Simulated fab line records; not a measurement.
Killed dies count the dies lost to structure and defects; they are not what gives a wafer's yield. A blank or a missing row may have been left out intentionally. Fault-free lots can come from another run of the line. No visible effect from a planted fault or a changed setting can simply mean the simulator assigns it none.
A sampling plan put to the test || flow gf180mcu || each of the 9 faults these records tell of, on one fab line, judged from the records of the lots it struck
The plan is the line's own looks: the steps of the route at which a gauge or an inspection reads the wafer and doesn't change it. A look can be judged if struck wafers have a number there and the file gives its usual mean and standard deviation on fault-free wafers. Caught: at a look after the fault's first step, the mean of the struck wafers lies 4 or more of those standard deviations (sigma) from the usual mean. On the tool: here the same test is run on the tool's own readings at the fault's steps. Caught also covers a different recipe on the struck wafers, or a record left blank for those wafers only.

THE FAULTS, as the simulator had put them in
1. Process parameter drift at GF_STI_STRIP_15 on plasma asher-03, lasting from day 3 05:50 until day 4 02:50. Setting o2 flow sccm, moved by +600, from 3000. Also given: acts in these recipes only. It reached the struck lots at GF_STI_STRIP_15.
2. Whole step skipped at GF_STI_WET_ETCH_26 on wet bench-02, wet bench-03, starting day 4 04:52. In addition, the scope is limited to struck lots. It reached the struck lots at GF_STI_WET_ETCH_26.
3. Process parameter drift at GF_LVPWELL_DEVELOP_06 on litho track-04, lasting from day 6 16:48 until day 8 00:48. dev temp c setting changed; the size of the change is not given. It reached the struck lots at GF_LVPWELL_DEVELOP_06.
4. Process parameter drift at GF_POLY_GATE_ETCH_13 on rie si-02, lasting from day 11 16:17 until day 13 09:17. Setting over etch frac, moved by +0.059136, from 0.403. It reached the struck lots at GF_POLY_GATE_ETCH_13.
5. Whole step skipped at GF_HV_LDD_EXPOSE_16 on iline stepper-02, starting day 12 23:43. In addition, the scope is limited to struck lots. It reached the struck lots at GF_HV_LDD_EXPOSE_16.
6. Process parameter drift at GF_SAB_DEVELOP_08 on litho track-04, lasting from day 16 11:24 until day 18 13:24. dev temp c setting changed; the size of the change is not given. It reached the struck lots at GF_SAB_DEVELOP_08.
7. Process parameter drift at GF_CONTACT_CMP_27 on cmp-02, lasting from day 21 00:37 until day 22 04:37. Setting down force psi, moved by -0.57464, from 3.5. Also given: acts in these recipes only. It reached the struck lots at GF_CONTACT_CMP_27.
8. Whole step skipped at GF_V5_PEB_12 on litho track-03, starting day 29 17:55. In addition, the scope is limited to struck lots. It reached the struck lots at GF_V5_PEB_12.
9. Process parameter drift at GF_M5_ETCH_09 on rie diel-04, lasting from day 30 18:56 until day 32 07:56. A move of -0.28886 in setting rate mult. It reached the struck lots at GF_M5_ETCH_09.

WHAT THE PLAN SAW
{"fault": 1, "on the tool itself": "o2 flow sccm +60 sigma", "first look that catches it": "not the one look that can be judged after it", "reading, sigma": "-", "median hours from its first step to that look": "-", "hours from the fault's start to the first struck lot there": "-", "judged looks passed uncaught": 1}
{"fault": 2, "on the tool itself": "the tool's record is blank for the struck wafers", "first look that catches it": "not the one look that can be judged after it", "reading, sigma": "-", "median hours from its first step to that look": "-", "hours from the fault's start to the first struck lot there": "-", "judged looks passed uncaught": 1}
{"fault": 3, "on the tool itself": "developer temp C -7.1 sigma", "first look that catches it": "none of the 2 looks that can be judged after it", "reading, sigma": "-", "median hours from its first step to that look": "-", "hours from the fault's start to the first struck lot there": "-", "judged looks passed uncaught": 2}
{"fault": 4, "on the tool itself": "only faintly: oes product au -2.3 sigma", "first look that catches it": "none of the 2 looks that can be judged after it", "reading, sigma": "-", "median hours from its first step to that look": "-", "hours from the fault's start to the first struck lot there": "-", "judged looks passed uncaught": 2}
{"fault": 5, "on the tool itself": "no reading that can be judged", "first look that catches it": "no look after it can be judged", "reading, sigma": "-", "median hours from its first step to that look": "-", "hours from the fault's start to the first struck lot there": "-", "judged looks passed uncaught": 0}
{"fault": 6, "on the tool itself": "developer temp C -6.6 sigma", "first look that catches it": "not the one look that can be judged after it", "reading, sigma": "-", "median hours from its first step to that look": "-", "hours from the fault's start to the first struck lot there": "-", "judged looks passed uncaught": 1}
{"fault": 7, "on the tool itself": "head pressure psi -75 sigma", "first look that catches it": "not the one look that can be judged after it", "reading, sigma": "-", "median hours from its first step to that look": "-", "hours from the fault's start to the first struck lot there": "-", "judged looks passed uncaught": 1}
{"fault": 8, "on the tool itself": "the tool's record is blank for the struck wafers", "first look that catches it": "no look after it can be judged", "reading, sigma": "-", "median hours from its first step to that look": "-", "hours from the fault's start to the first struck lot there": "-", "judged looks passed uncaught": 0}
{"fault": 9, "on the tool itself": "oes product au -13 sigma", "first look that catches it": "not the one look that can be judged after it", "reading, sigma": "-", "median hours from its first step to that look": "-", "hours from the fault's start to the first struck lot there": "-", "judged looks passed uncaught": 1}
A dash: the fault is not caught, or the number is missing from these records.

Caught at a look: 0 of 9. Caught on the tool: 7 of 9. By one or the other: 7 of 9.
On the tool alone, faults 1, 2, 3, 6, 7, 8, 9 were caught.
Caught by neither: faults 4, 5.
